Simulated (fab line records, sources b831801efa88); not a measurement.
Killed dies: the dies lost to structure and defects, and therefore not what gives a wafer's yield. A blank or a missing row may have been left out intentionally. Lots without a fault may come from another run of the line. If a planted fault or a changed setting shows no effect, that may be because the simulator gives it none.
Comparing a struck lot with a sound one ; flow sky130 ; 26 out of 708 route steps
Sound: wafers L725.3, L725.4, L725.6. The struck wafers were L738.2, L738.3, L738.6. The cause is named last.
Each step with rows lists, per side, the tool, then ch with its chambers, then its first start. Under that, the readings that differ: sound wafers ; struck wafers ; difference of the means ; sigmas: that difference in standard deviations of wafers without a fault.
alike: same words and numbers on both sides, and readings whose means sit less than 2 such deviations apart. not compared: any withheld reading, any reading some wafer has no value for, any bound like >300 that may hide the same value, and any number with overlapping values for which the record gives no deviation.
Wherever a step has rows on one side only, a row that says differs or no value, or a row with sigmas, the two part there. Numbers that have no deviation but don't overlap get no sigmas and don't part them. A reading that every wafer of one side lacks parts them only if that side has two wafers or more.

first, 1 step without rows for these wafers: SKY_VT_ADJUST_HVTP_IMPLANT_09.
SKY_VT_ADJUST_HVTP_STRIP_10: strips in O2/N2.
  sound on plasmaAsher-01 ch 0,1, day 7 10:36; struck on plasmaAsher-01 ch 1, day 11 00:04
reading;sound;struck;difference;sigmas
chamberPressureMTorr (mTorr);1500.8 1500.4 1501.8;1497.9 1498.3 1499.3;-2.5;-2
  alike: drypumpMotorCurrentA, oesProductAu, stripTimeToEndpointS
  not compared: rfHoursCounterH
SKY_VT_ADJUST_HVTP_TW_MEAS_11:
  sound: filmMetro-01 at day 7 10:41; struck: filmMetro-03 at day 11 00:11
reading;sound;struck;difference;sigmas
VT_ADJUST_HVTP_TW;1369 1376 1372;1339 1339 1337;-34;-3
then, 7 steps without rows for these wafers: SKY_VT_ADJUST_LVTN_DEHYDRATE_00 (time 60 s); SKY_VT_ADJUST_LVTN_HMDS_01 (prime time 60 s); SKY_VT_ADJUST_LVTN_COAT_02 (resist thk 3000 nm); SKY_VT_ADJUST_LVTN_SOFTBAKE_03; SKY_VT_ADJUST_LVTN_EXPOSE_04 (exposes mask NWM COMPLEMENT LESS NATIVE, target cd 840 nm); SKY_VT_ADJUST_LVTN_PEB_05; SKY_VT_ADJUST_LVTN_DEVELOP_06 (develop time 60 s).
SKY_VT_ADJUST_LVTN_OVL_MEAS_07:
  sound: overlay-02 at day 8 06:47; struck: overlay-01 at day 12 00:31
  alike: VT_ADJUST_LVTN_OVL
following that, these wafers have no rows for 1 step: SKY_VT_ADJUST_LVTN_IMPLANT_08.
SKY_VT_ADJUST_LVTN_STRIP_09: strips in O2/N2.
  sound on plasmaAsher-04 ch 0,1, day 8 06:59; struck on plasmaAsher-04 ch 0,1, day 12 00:42
  no value came back on the struck wafers for chamberPressureMTorr (mTorr), drypumpMotorCurrentA (A), oesProductAu (a.u.), stripTimeToEndpointS (s); on the sound wafers chamberPressureMTorr (mTorr) reads 1498.6 1499.5 1503.2
reading;sound;struck;difference;sigmas
model.coat_of_VT_ADJUST_LVTN_COAT_02.thkNm (nm);0 0 0;2996 2997 3007;+3000;
  not compared: rfHoursCounterH
SKY_VT_ADJUST_LVTN_TW_MEAS_10:
  sound: filmMetro-04 at day 8 07:04; struck: filmMetro-04 at day 12 00:49
  alike: VT_ADJUST_LVTN_TW
then, 7 steps without rows for these wafers: SKY_VT_ADJUST_LVTN_DEHYDRATE_11 (time 60 s); SKY_VT_ADJUST_LVTN_HMDS_12 (prime time 60 s); SKY_VT_ADJUST_LVTN_COAT_13 (resist thk 1140 nm); SKY_VT_ADJUST_LVTN_SOFTBAKE_14 (time 60 s); SKY_VT_ADJUST_LVTN_EXPOSE_15 (exposes mask HVN STD DERIVED, target cd 600 nm); SKY_VT_ADJUST_LVTN_PEB_16; SKY_VT_ADJUST_LVTN_DEVELOP_17 (develop time 60 s).
SKY_VT_ADJUST_LVTN_OVL_MEAS_18:
  sound: overlay-02 at day 9 04:23; struck: overlay-01 at day 13 01:29
  alike: VT_ADJUST_LVTN_01_OVL
following that, these wafers have no rows for 1 step: SKY_VT_ADJUST_LVTN_IMPLANT_19.
SKY_VT_ADJUST_LVTN_STRIP_20: strips in O2/N2.
  sound on plasmaAsher-03 ch 0,1, day 9 04:35; struck on plasmaAsher-02 ch 1, day 13 01:40
reading;sound;struck;difference;sigmas
oesProductAu (a.u.);0.718 0.713 0.720;0.722 0.732 0.731;+0.011;+3
stripTimeToEndpointS (s);14.19 14.22 14.22;58.66 58.68 58.85;+44.52;+99 or more
  alike: chamberPressureMTorr, drypumpMotorCurrentA
  not compared: rfHoursCounterH
SKY_VT_ADJUST_LVTN_TW_MEAS_21:
  sound: filmMetro-01 at day 9 04:40; struck: filmMetro-03 at day 13 02:01
reading;sound;struck;difference;sigmas
VT_ADJUST_LVTN_2_TW;188.8 189.3 188.9;29.9 29.8 29.8;-159.2;-99 or more
  not compared: hold
following that, these wafers have no rows for 1 step: SKY_PAD_OPEN_PROBE_99.

== WHERE THEY PART ==
Last at SKY_VT_ADJUST_LVTN_TW_MEAS_21 as far as this record goes, first at SKY_VT_ADJUST_HVTP_STRIP_10.

WHY: what the simulator had put in
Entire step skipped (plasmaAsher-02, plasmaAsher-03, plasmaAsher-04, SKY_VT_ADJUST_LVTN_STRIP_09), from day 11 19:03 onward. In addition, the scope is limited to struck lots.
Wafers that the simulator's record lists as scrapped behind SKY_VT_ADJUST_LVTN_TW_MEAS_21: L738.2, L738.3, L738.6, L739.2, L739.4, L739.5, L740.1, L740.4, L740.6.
